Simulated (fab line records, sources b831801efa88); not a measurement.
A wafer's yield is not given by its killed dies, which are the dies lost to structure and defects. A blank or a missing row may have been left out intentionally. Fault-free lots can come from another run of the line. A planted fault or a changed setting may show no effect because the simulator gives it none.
Matching of chambers	flow sky130	3 sister chambers for SKY_VIA4_HDPCVD_00 on hdpcvd-01
The step deposits SiO2, target thk 1750 nm, time 291.7 s. 17 wafers are shown with their chamber, then 8 later ones without.

== WAFERS WITH THEIR CHAMBER ==
wafer	chamber	sih4-flow-sccm (sccm)
L291.2	0	59.99
L291.4	1	60.10
L291.5	0	60.12
L292.1	0	59.66
L292.3	1	60.03
L292.6	2	60.34
L293.1	2	60.06
L293.3	2	59.83
L293.6	2	59.94
L295.4	2	60.33
L295.5	1	59.94
L295.6	0	60.04
L299.2	0	59.90
L299.5	0	59.80
L299.6	2	60.04
L301.1	0	60.08
L301.2	1	59.89

SIGNATURES (averages over the wafers above)
reading	chamber 0	chamber 1	chamber 2	scatter within a chamber
sih4-flow-sccm	59.9414	59.9900	60.0900	0.17
Rule: for a wafer and a chamber, the distance is found by dividing, reading by reading, the gap between the wafer's reading and the chamber's mean by the reading's scatter, squaring, summing and taking the root. If the next closest chamber is less than 2 further off than the closest, the wafer can't be placed; otherwise it belongs to the closest. The scatter: take each reading less its chamber's mean, square it, sum over the shown wafers, divide by the number of wafers less the number of chambers, and take the root.

== WAFERS WHOSE CHAMBER IS MISSING ==
wafer	sih4-flow-sccm (sccm)
L301.5	60.00
L307.2	59.87
L307.4	59.93
L307.6	60.20
L311.1	60.09
L311.6	60.24
L312.1	60.14
L312.3	59.92

== CHAMBER TAKEN BY EACH ==
wafer	from the rows above	in truth
L301.5	can't be placed: 1 or 0 or 2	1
L307.2	can't be placed: 0 or 1 or 2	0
L307.4	can't be placed: 0 or 1 or 2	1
L307.6	can't be placed: 2 or 1 or 0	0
L311.1	can't be placed: 2 or 1 or 0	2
L311.6	can't be placed: 2 or 1 or 0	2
L312.1	can't be placed: 2 or 1 or 0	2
L312.3	can't be placed: 0 or 1 or 2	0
0 of 8 placed correctly. Cannot be placed on the basis of these rows: 8; the candidates contain the true chamber in 8. Wrongly placed: 0.
